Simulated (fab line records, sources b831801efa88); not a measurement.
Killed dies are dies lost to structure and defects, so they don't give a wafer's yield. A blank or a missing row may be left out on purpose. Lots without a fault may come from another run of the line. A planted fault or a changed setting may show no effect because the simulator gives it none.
A struck lot beside a sound one | flow sky130 | 42 steps out of a route of 708
Sound: wafers L392.1, L392.2, L392.3. Struck: wafer L401.4. (L401.2, L401.6 of the same lot were not struck and are left out.) The cause comes at the end.
At each step with rows: each side's tool, then ch and its chambers, then its first start. Under that, the readings that differ: sound wafers | struck wafers | difference of the means | sigmas: that difference in standard deviations of wafers without a fault.
alike: readings whose means differ by less than 2 such deviations, and words and numbers that are the same on both sides. not compared: withheld readings, readings that some wafer has no value for, bounds like >300 that may hide the same value, and numbers for which the record gives no deviation and whose values overlap.
The two part at a step that has a row with sigmas, a row that says differs or no value, or rows on one side only. Numbers that don't overlap but have no deviation are shown without sigmas and don't part them. A reading that every wafer of one side lacks parts them only if that side has two wafers or more.

SKY_POLY_CUT_ETCH_10: etches BARC in N2/H2, stops on SiO2, time 45.9 s, target depth 60 nm.
  sound on rie_diel-01 ch 0,2,3, day 24 15:08; struck on rie_diel-03 ch 3, day 28 05:10
  reading                     | sound       | struck | difference | sigmas
  drypump_motor_current_A (A) | 6.5 6.2 6.5 | 5.2    | -1.2       | -2
  alike: oes_product_au, throttle_valve_pct
  not compared: rf_hours_counter_h
SKY_POLY_CUT_ETCH_11: etches Si3N4 in CF4/CH2F2/Ar, stops on poly-Si, time 42.5 s, target depth 60 nm.
  sound on rie_diel-01 ch 0,2,3, day 24 15:11; struck on rie_diel-03 ch 3, day 28 05:12
  reading                     | sound       | struck | difference | sigmas
  drypump_motor_current_A (A) | 6.5 6.2 6.5 | 5.2    | -1.2       | -2
  alike: oes_product_au, throttle_valve_pct
  not compared: rf_hours_counter_h
SKY_POLY_CUT_STRIP_12: strips in O2/N2.
  sound on plasma_asher-03 ch 0,1, day 24 15:13; struck on plasma_asher-01 ch 0, day 28 05:14
  alike: drypump_motor_current_A, oes_product_au, strip_time_to_endpoint_s
  not compared: rf_hours_counter_h
then, 7 steps without rows for these wafers: SKY_SD_P_DEHYDRATE_00 (time 60 s); SKY_SD_P_HMDS_01 (prime time 60 s); SKY_SD_P_COAT_02 (resist thk 1140 nm); SKY_SD_P_SOFTBAKE_03 (time 60 s); SKY_SD_P_EXPOSE_04 (exposes mask PSDM, target cd 380 nm); SKY_SD_P_PEB_05; SKY_SD_P_DEVELOP_06 (develop time 60 s).
SKY_SD_P_CD_MEAS_07: target cd 380 nm.
  sound on cd_sem-02, day 25 21:28; struck on cd_sem-02, day 29 10:17
  alike: cd_nm
SKY_SD_P_OVL_MEAS_08:
  sound on overlay-01, day 25 21:35; struck on overlay-01, day 29 10:23
  alike: SD_P_OVL
SKY_SD_P_IMPLANT_09:
  sound on implanter-01 ch 0, day 25 21:37; struck on implanter-04 ch 0, day 29 10:26
  alike: end_station_pressure_torr
then, 1 step without rows for these wafers: SKY_SD_P_STRIP_10 (strips in O2/N2).
SKY_SD_P_TW_MEAS_11:
  sound on film_metro-01, day 25 21:52; struck on film_metro-02, day 29 10:41
  reading | sound          | struck | difference | sigmas
  SD_P_TW | 2850 2855 2856 | 2791   | -63        | -4
then, 8 steps without rows for these wafers: SKY_RES_XHIGH_DEHYDRATE_00 (time 60 s); SKY_RES_XHIGH_HMDS_01 (prime time 60 s); SKY_RES_XHIGH_COAT_02 (resist thk 1140 nm); SKY_RES_XHIGH_SOFTBAKE_03 (time 60 s); SKY_RES_XHIGH_EXPOSE_04 (exposes mask URPM, target cd 1270 nm); SKY_RES_XHIGH_PEB_05; SKY_RES_XHIGH_DEVELOP_06 (develop time 60 s); SKY_RES_XHIGH_IMPLANT_07.
SKY_RES_XHIGH_STRIP_08: strips in O2/N2.
  sound on plasma_asher-02 ch 0,1, day 27 03:05; struck on plasma_asher-02 ch 1, day 30 14:53
  alike: drypump_motor_current_A, oes_product_au, strip_time_to_endpoint_s
  not compared: rf_hours_counter_h
SKY_RES_XHIGH_TW_MEAS_09:
  sound on film_metro-02, day 27 03:11; struck on film_metro-02, day 30 14:59
  alike: RES_XHIGH_TW
then, 7 steps without rows for these wafers: SKY_SD_N_DEHYDRATE_00 (time 60 s); SKY_SD_N_HMDS_01 (prime time 60 s); SKY_SD_N_COAT_02 (resist thk 1140 nm); SKY_SD_N_SOFTBAKE_03 (time 60 s); SKY_SD_N_EXPOSE_04 (exposes mask NSDM, target cd 380 nm); SKY_SD_N_PEB_05; SKY_SD_N_DEVELOP_06 (develop time 60 s).
SKY_SD_N_CD_MEAS_07: target cd 380 nm.
  sound on cd_sem-02, day 28 08:31; struck on cd_sem-02, day 31 19:05
  alike: cd_nm
SKY_SD_N_OVL_MEAS_08:
  sound on overlay-02, day 28 08:38; struck on overlay-01, day 31 19:11
  alike: SD_N_OVL
then, 2 steps without rows for these wafers: SKY_SD_N_IMPLANT_09; SKY_SD_N_IMPLANT_10.
SKY_SD_N_STRIP_11: strips in O2/N2.
  sound on plasma_asher-01 ch 0,1, day 28 08:58; struck on plasma_asher-01 ch 0, day 31 19:31
  alike: drypump_motor_current_A, oes_product_au, strip_time_to_endpoint_s
  not compared: rf_hours_counter_h
SKY_SD_N_TW_MEAS_12:
  sound on film_metro-03, day 28 09:04; struck on film_metro-03, day 31 19:38
  alike: SD_N_TW
then, 2 steps without rows for these wafers: SKY_SD_N_CLEAN_13 (cleans in SC1/SC2, time 150 s); SKY_SD_N_RTA_14 (time 2 s).
SKY_SD_N_RS_MEAS_16: measures by four-point-probe.
  sound on film_metro-03, day 28 09:21; struck on film_metro-01, day 31 19:56
  alike: SD_N_RS
-- the record jumps here: 17 days lie between the struck wafers' starts before and after (it left off in module SD_N and takes up again in module PAD_OPEN, whose first step shown is number 708 of the route) --
SKY_PAD_OPEN_PROBE_99:
  sound on prober-01, day 46 08:07; struck on prober-02, day 48 19:54
  reading                                 | sound             | struck | difference | sigmas
  model.etest.res_high_po.rs_ohm_sq_range | 11.41 11.43 12.77 | 41.68  | +29.81     |
  model.etest.res_pdiff.rs_ohm_sq_range   | 5.953 6.633 8.197 | 16.12  | +9.19      |
  alike: killed_at_M0_to_M3, killed_at_M4_up, killed_at_contacts, killed_at_front_end, killed_at_other, killed_dies, killed_open, killed_short

WHERE THEY PART
First at SKY_POLY_CUT_ETCH_10; last, within this record, at SKY_SD_P_TW_MEAS_11. Later steps at which nothing parts them and some readings are alike: SKY_RES_XHIGH_STRIP_08, SKY_RES_XHIGH_TW_MEAS_09, SKY_SD_N_CD_MEAS_07, SKY_SD_N_OVL_MEAS_08, SKY_SD_N_STRIP_11, SKY_SD_N_TW_MEAS_12, SKY_SD_N_RS_MEAS_16, SKY_PAD_OPEN_PROBE_99.

WHY: what the simulator had put in
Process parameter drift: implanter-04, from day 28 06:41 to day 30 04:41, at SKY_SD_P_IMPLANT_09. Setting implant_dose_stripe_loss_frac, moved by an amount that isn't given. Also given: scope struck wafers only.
